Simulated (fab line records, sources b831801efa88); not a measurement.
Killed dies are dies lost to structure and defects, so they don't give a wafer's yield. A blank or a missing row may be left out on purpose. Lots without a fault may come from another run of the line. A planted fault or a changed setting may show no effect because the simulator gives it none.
fab line records | flow sfq_line
record lots=13 wafers=39 last_day=85
route steps=325 shown M0@41 M2@89 M4@149 I4@165
lots that met no fault: from a run of the same line without faults
start_h: hours from the record's first day to the start of the lot's first wafer shown | wait_h: hours since the lot's step before | " the same as in the row above | L1.1+2: a row that stands for several wafers | - no value, or no start given | * or withheld: withheld | < > ~ a bound
route shown NAME@n: a module of which the file shows steps, and the number in the route of the first | usual: mean/standard deviation of fault-free wafers | same: alike in all rows | chamber/n: place in a boat | sites: the reading at each site | _std_site: their standard deviation | _edge_site: outer sites' mean less inner sites' | radius_mm: how far each site lies from the wafer's centre | mask NAME#n: copy n | behind: the tool/chamber that last shaped the wafer | hold: why the lot was held/for how many hours/how that ended | device: the transistor (n, p or np) that didn't switch | end of line: the same wafers' tests at the end of the route | a step without rows: its recipe alone | killed: dies lost to structure and defects at the first sort, not the wafer's yield | map: a wafer's dies, x killed, . not, _ none there
set.NAME: the setting as run; set.NAME@STEP: as run at that earlier step | model.NAME: the simulator's own value behind a step, which no gauge read
steps of the route over a sample of lots; a table a step, a row a wafer
services: from which hour (start_h, from the record's first day; less than 0 if before it) a tool's chamber was out of use, for how many hours, and why
## steps
# step SFQ_TRILAYER_M0_STRIP_STRIP_025
# recipe gas=O2 power_w=200 platen_temp_c=40 overash_fraction=0.65 chemistry=O2 pressure_mtorr=50
# usual chamber_pressure_mTorr=50.00/0.045 drypump_motor_current_A=6.0/0.41 oes_product_au=0.994/0.008
# columns lot.wafer tool chamber start_h wait_h chamber_pressure_mTorr drypump_motor_current_A oes_product_au rf_hours_counter_h
L902.1 rie_metal-02 1 232.64 0.1 49.93 5.4 0.988 157
L902.2 " 0 " " 50.03 6.7 0.996 175
L902.6 " 0 " " 50.01 6.7 0.992 -
L903.2 rie_metal-01 0 241.04 0.1 49.98 5.9 0.980 169
L903.3 " 0 " " 50.06 5.9 0.994 -
L903.4 " 1 " " 49.98 6.2 1.005 -
L904.3 rie_metal-01 0 250.84 0.2 49.97 5.9 0.986 -
L904.5 " 0 " " 50.04 5.9 0.992 -
L904.6 " 1 " " 49.98 6.1 1.007 -
L906.2 rie_metal-02 0 280.77 0.1 49.95 6.7 0.992 180
L906.4 " 1 " " 50.02 5.5 0.988 -
L906.6 " 0 " " 50.00 6.7 0.995 -
L907.4 rie_metal-02 0 292.97 0.2 50.04 6.7 0.994 -
L907.5 " 1 " " 50.03 5.4 0.994 -
L907.6 " 0 " " 49.92 6.7 0.989 -
L908.2 rie_metal-01 1 298.77 0.1 49.97 6.2 1.000 71
L908.3 " 1 " " 49.95 6.2 1.001 -
L908.6 " 0 " " 50.03 5.9 0.992 -
L910.1 rie_metal-01 0 314.37 0.1 50.03 5.9 1.003 181
L910.3 " 1 " " 50.05 6.2 1.007 -
L910.4 " 0 " " 50.08 5.9 0.995 -
L911.2 rie_metal-01 1 326.88 0.4 49.95 6.1 0.998 -
L911.4 " 1 " " 50.03 6.1 0.993 -
L911.6 " 1 " " 50.00 6.2 0.997 -
L912.3 rie_metal-02 0 329.09 0.2 50.03 6.7 0.984 -
L912.4 " 1 " " 49.99 5.4 0.995 -
L912.5 " 1 " " 49.89 5.5 1.000 -
L913.3 rie_metal-04 1 345.96 0.2 49.97 5.5 0.990 -
L913.5 " 1 " " 49.93 5.5 1.000 -
L913.6 " 0 " " 50.06 5.8 0.986 -
L922.2 rie_metal-04 0 416.81 0.1 49.97 5.8 0.981 163
L922.3 " 1 " " 50.02 5.5 0.988 -
L922.6 " 0 " " 50.01 5.8 0.984 -
L923.1 rie_metal-04 0 423.18 0.1 49.96 5.8 0.996 164
L923.2 " 1 " " 49.99 5.5 1.000 129
L923.3 " 0 " " 50.02 5.8 0.989 -
L925.1 rie_metal-02 1 445.61 0.1 49.98 5.4 0.992 12
L925.5 " 0 " " 50.03 6.7 0.988 -
L925.6 " 1 " " 49.94 5.4 1.005 -
# step SFQ_TRILAYER_M2_DEP_SPUTTER_055
# recipe material=Nb base_pressure_pa=1.33e-06 chamber_pressure_pa=0.1333 substrate_temp_c=20 resputter_cathode_voltage_v=400 target_thk_nm=200 power_w=2000 time_s=133.3
# usual throttle_valve_pct=30.1/1.5
# columns lot.wafer tool chamber start_h wait_h throttle_valve_pct
L902.1 pvd_sputter-04 - 540.69 0.0 31.7
L902.2 " - " " 31.9
L902.6 " - " " 31.8
L903.2 pvd_sputter-06 - 541.72 0.0 27.6
L903.3 " - " " 30.8
L903.4 " - " " 30.7
L904.3 pvd_sputter-04 - 544.12 0.0 29.8
L904.5 " - " " 28.4
L904.6 " - " " 29.6
L906.2 pvd_sputter-04 - 600.50 0.0 28.5
L906.4 " - " " 31.9
L906.6 " - " " 31.9
L907.4 pvd_sputter-06 - 601.70 0.0 27.5
L907.5 " - " " 29.0
L907.6 " - " " 27.6
L908.2 pvd_sputter-04 - 602.90 0.0 29.8
L908.3 " - " " 32.1
L908.6 " - " " 31.9
L910.1 pvd_sputter-04 - 615.32 0.0 29.8
L910.3 " - " " 32.1
L910.4 " - " " 28.7
L911.2 pvd_sputter-04 - 634.11 0.0 31.9
L911.4 " - " " 31.9
L911.6 " - " " 31.9
L912.3 pvd_sputter-06 - 641.72 0.0 28.7
L912.4 " - " " 30.9
L912.5 " - " " 28.8
L913.3 pvd_sputter-06 - 662.72 0.0 27.8
L913.5 " - " " 27.5
L913.6 " - " " 30.5
L922.2 pvd_sputter-06 - 685.66 0.0 28.7
L922.3 " - " " 30.8
L922.6 " - " " 30.8
L923.1 pvd_sputter-04 - 686.86 0.0 32.0
L923.2 " - " " 28.7
L923.3 " - " " 31.7
L925.1 pvd_sputter-06 - 848.98 0.0 31.1
L925.5 " - " " 27.5
L925.6 " - " " 30.7
# step SFQ_TRILAYER_M4_DEP_SPUTTER_091
# recipe material=Nb base_pressure_pa=1.33e-06 chamber_pressure_pa=0.1333 substrate_temp_c=20 resputter_cathode_voltage_v=400 target_thk_nm=200 power_w=2000 time_s=133.3
# usual throttle_valve_pct=30.5/1.2
# columns lot.wafer tool chamber start_h wait_h throttle_valve_pct
L902.1 pvd_sputter-03 - 1029.10 0.0 29.7
L902.2 " - " " 32.2
L902.6 " - " " 29.6
L903.2 pvd_sputter-04 - 1034.02 0.0 32.3
L903.3 " - " " 30.0
L903.4 " - " " 31.7
L904.3 pvd_sputter-03 - 1037.02 0.0 32.2
L904.5 " - " " 31.9
L904.6 " - " " 29.4
L906.2 pvd_sputter-03 - 1222.66 0.0 31.0
L906.4 " - " " 31.9
L906.6 " - " " 29.8
L907.4 pvd_sputter-04 - 1223.88 0.0 28.4
L907.5 " - " " 30.1
L907.6 " - " " 31.8
L908.2 pvd_sputter-03 - 1225.09 0.0 29.6
L908.3 " - " " 31.0
L908.6 " - " " 32.1
L910.1 pvd_sputter-03 - 1229.89 0.0 29.4
L910.3 " - " " 29.8
L910.4 " - " " 32.3
L911.2 pvd_sputter-03 - 1238.27 0.0 29.5
L911.4 " - " " 31.0
L911.6 " - " " 31.1
L912.3 pvd_sputter-05 - 1250.27 0.0 28.5
L912.4 " - " " 30.7
L912.5 " - " " 28.4
L913.3 pvd_sputter-05 - 1264.67 0.0 28.5
L913.5 " - " " 30.7
L913.6 " - " " 28.3
L922.2 pvd_sputter-05 - 1297.38 0.0 28.7
L922.3 " - " " 30.6
L922.6 " - " " 30.6
L923.1 pvd_sputter-04 - 1298.00 0.0 29.6
L923.2 " - " " 32.1
L923.3 " - " " 31.8
L925.1 pvd_sputter-03 - 1305.18 0.0 30.7
L925.5 " - " " 30.0
L925.6 " - " " 31.0
# step SFQ_M4_RS_MEAS_924
# recipe thk_meas_gauge=four-point-probe reads=Nb_of_TRILAYER_M4_DEP_SPUTTER_091
# usual M4_NB_RS=0.890/0.0097
# columns lot.wafer tool chamber start_h wait_h M4_NB_RS[ohm/sq]
L902.1 film_metro-02 - 1029.19 0.0 0.871
L902.2 " - " " 0.890
L902.6 " - " " 0.881
L903.2 film_metro-01 - 1034.13 0.1 0.876
L903.3 " - " " 0.885
L903.4 " - " " 0.880
L904.3 film_metro-01 - 1037.15 0.1 0.896
L904.5 " - " " 0.902
L904.6 " - " " 0.890
L906.2 film_metro-03 - 1222.77 0.1 0.902
L906.4 " - " " 0.915
L906.6 " - " " 0.896
L907.4 film_metro-03 - 1224.03 0.1 0.886
L907.5 " - " " 0.893
L907.6 " - " " 0.880
L908.2 film_metro-02 - 1225.20 0.1 0.879
L908.3 " - " " 0.889
L908.6 " - " " 0.901
L910.1 film_metro-01 - 1229.98 0.0 0.883
L910.3 " - " " 0.892
L910.4 " - " " 0.906
L911.2 film_metro-02 - 1238.38 0.1 0.876
L911.4 " - " " 0.882
L911.6 " - " " 0.879
L912.3 film_metro-02 - 1250.40 0.1 0.885
L912.4 " - " " 0.874
L912.5 " - " " 0.882
L913.3 film_metro-01 - 1264.80 0.1 0.889
L913.5 " - " " 0.877
L913.6 " - " " 0.885
L922.2 film_metro-03 - 1297.49 0.1 0.883
L922.3 " - " " 0.883
L922.6 " - " " 0.889
L923.1 film_metro-02 - 1298.09 0.0 0.614
L923.2 " - " " 0.881
L923.3 " - " " 0.887
L925.1 film_metro-01 - 1305.27 0.0 0.893
L925.5 " - " " 0.893
L925.6 " - " " 0.899
# step SFQ_TRILAYER_M4_ETCH_METAL_ETCH_096
# recipe target=Nb stop_on=SiO2 mask_material=PR chemistry=Cl2/Ar target_depth_nm=240 icp_w=600 bias_w=80 pressure_mtorr=10 time_s=120
# usual chamber_pressure_mTorr=10.002/0.011 drypump_motor_current_A=6.0/0.39 oes_product_au=0.894/0.007
# columns lot.wafer tool chamber start_h wait_h chamber_pressure_mTorr drypump_motor_current_A oes_product_au rf_hours_counter_h
L902.1 rie_metal-01 0 1031.71 0.0 10.018 5.9 0.904 98
L902.2 " 1 " " 9.997 6.2 0.893 24
L902.6 " 1 " " 9.995 6.2 0.895 -
L903.2 rie_metal-04 0 1037.32 0.0 9.990 5.8 0.896 75
L903.3 " 1 " " 9.999 5.5 0.896 -
L903.4 " 0 " " 9.998 5.8 0.904 -
L904.3 rie_metal-04 1 1055.59 0.1 10.009 5.5 0.888 -
L904.5 " 1 " " 10.014 5.5 0.882 -
L904.6 " 0 " " 10.002 5.8 0.895 -
L906.2 rie_metal-02 1 1226.57 0.0 10.003 5.4 0.881 122
L906.4 " 0 " " 10.000 6.7 0.873 -
L906.6 " 0 " " 10.000 6.7 0.887 -
L907.4 rie_metal-01 0 1231.63 0.1 10.002 5.9 0.900 -
L907.5 " 0 " " 10.012 5.9 0.890 -
L907.6 " 1 " " 10.007 6.2 0.898 -
L908.2 rie_metal-02 1 1232.79 0.0 9.986 5.4 0.903 123
L908.3 " 1 " " 9.990 5.4 0.892 -
L908.6 " 1 " " 9.990 5.4 0.886 -
L910.1 rie_metal-02 1 1235.94 0.0 10.002 5.4 0.898 124
L910.3 " 1 " " 9.992 5.4 0.894 -
L910.4 " 0 " " 10.001 6.7 0.885 -
L911.2 rie_metal-01 0 1244.34 0.0 10.004 5.9 0.903 133
L911.4 " 1 " " 9.990 6.1 0.896 -
L911.6 " 0 " " 10.002 6.0 0.893 -
L912.3 rie_metal-02 1 1257.61 0.1 10.004 5.4 0.896 -
L912.4 " 0 " " 10.018 6.7 0.903 -
L912.5 " 0 " " 10.000 6.7 0.893 -
L913.3 rie_metal-02 1 1267.33 0.1 10.008 5.4 0.896 -
L913.5 " 1 " " 10.008 5.4 0.906 -
L913.6 " 0 " " 9.993 6.7 0.898 -
L922.2 rie_metal-04 0 1300.00 0.0 10.011 5.8 0.901 120
L922.3 " 0 " " 9.994 5.8 0.902 -
L922.6 " 0 " " 10.009 5.7 0.893 -
L923.1 rie_metal-01 0 1301.20 0.0 9.993 5.9 0.996 1
L923.2 " 1 " " 10.006 6.1 0.896 62
L923.3 " 0 " " 9.988 5.9 0.894 -
L925.1 rie_metal-01 0 1308.40 0.0 10.006 5.9 0.892 2
L925.5 " 1 " " 10.014 6.2 0.891 -
L925.6 " 0 " " 10.006 5.9 0.887 -
# step SFQ_I4_BOW_MEAS_927
# recipe mode=bow
# usual I4_BOW=4/8.6
# columns lot.wafer tool chamber start_h wait_h I4_BOW[um]
L902.1 film_metro-03 - 1038.73 1.5 -1
L902.2 " - " " -3
L902.6 " - " " 4
L903.2 film_metro-01 - 1044.48 2.5 -5
L903.3 " - " " -9
L903.4 " - " " -13
L904.3 film_metro-04 - 1059.57 1.5 -10
L904.5 " - " " -13
L904.6 " - " " -8
L906.2 film_metro-04 - 1231.03 1.0 3
L906.4 " - " " 5
L906.6 " - " " -9
L907.4 film_metro-03 - 1235.63 1.1 14
L907.5 " - " " 4
L907.6 " - " " 13
L908.2 film_metro-01 - 1236.79 1.5 14
L908.3 " - " " 11
L908.6 " - " " 14
L910.1 film_metro-03 - 1241.89 1.0 16
L910.3 " - " " 5
L910.4 " - " " 15
L911.2 film_metro-01 - 1248.34 2.0 9
L911.4 " - " " -6
L911.6 " - " " 3
L912.3 film_metro-04 - 1264.79 1.0 4
L912.4 " - " " 0
L912.5 " - " " 9
L913.3 film_metro-03 - 1271.32 2.5 0
L913.5 " - " " -2
L913.6 " - " " 10
L922.2 film_metro-03 - 1304.60 1.5 -7
L922.3 " - " " -2
L922.6 " - " " -8
L923.1 film_metro-04 - 1305.45 1.0 16
L923.2 " - " " 15
L923.3 " - " " 3
L925.1 film_metro-03 - 1312.38 1.5 4
L925.5 " - " " 3
L925.6 " - " " 4
## services
# columns tool chamber start_h hours kind
pvd_sputter-04 - 227.65 4.7 repair
pvd_sputter-04 - 238.00 2.7 repair
pvd_sputter-04 - 244.79 2.4 repair
pvd_sputter-04 - 257.93 3.6 repair
pvd_sputter-04 - 270.16 1.7 repair
pvd_sputter-03 - 278.49 3.0 repair
pvd_sputter-03 - 333.75 3.7 repair
pvd_sputter-04 - 449.82 6.3 repair
pvd_sputter-03 - 502.30 1.0 repair
pvd_sputter-03 - 581.97 2.3 repair
rie_metal-02 0 620.53 4.3 repair
rie_metal-01 1 628.51 5.8 repair
pvd_sputter-04 - 631.23 2.1 repair
pvd_sputter-04 - 644.55 9.6 repair
pvd_sputter-04 - 647.18 3.8 repair
pvd_sputter-04 - 647.27 18.3 repair
pvd_sputter-04 - 889.74 0.7 repair
pvd_sputter-04 - 964.38 1.5 repair
rie_metal-02 - 1005.26 2.1 repair
rie_metal-01 - 1035.48 2.8 pm
pvd_sputter-04 - 1086.63 0.9 repair
rie_metal-02 - 1093.76 2.8 pm
rie_metal-02 0 1096.82 3.3 repair
rie_metal-01 1 1110.87 32.2 repair
## key
first_sign step=SFQ_M4_RS_MEAS_924 reading=M4_NB_RS direction=down sigmas=28 usual=0.890 struck=0.614
effect step=SFQ_TRILAYER_M4_ETCH_METAL_ETCH_096 reading=oes_product_au direction=up sigmas=15 usual=0.894 struck=0.996
met_at SFQ_TRILAYER_M4_DEP_SPUTTER_091
struck_lots L923
struck_wafers L923.1
not_acting_at SFQ_TRILAYER_M0_STRIP_STRIP_025,SFQ_TRILAYER_M2_DEP_SPUTTER_055,SFQ_I4_BOW_MEAS_927
onset_between 1223.88 1298.00
fault kind=process_parameter_drift tool=pvd_sputter-04 chamber=- onset_h=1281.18 steps=SFQ_TRILAYER_M4_DEP_SPUTTER_091 channel=target_thk_nm offset=90.656 shape=step end_h=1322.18 acts_in=these_recipes_only stated=200 scope=struck_wafers_only
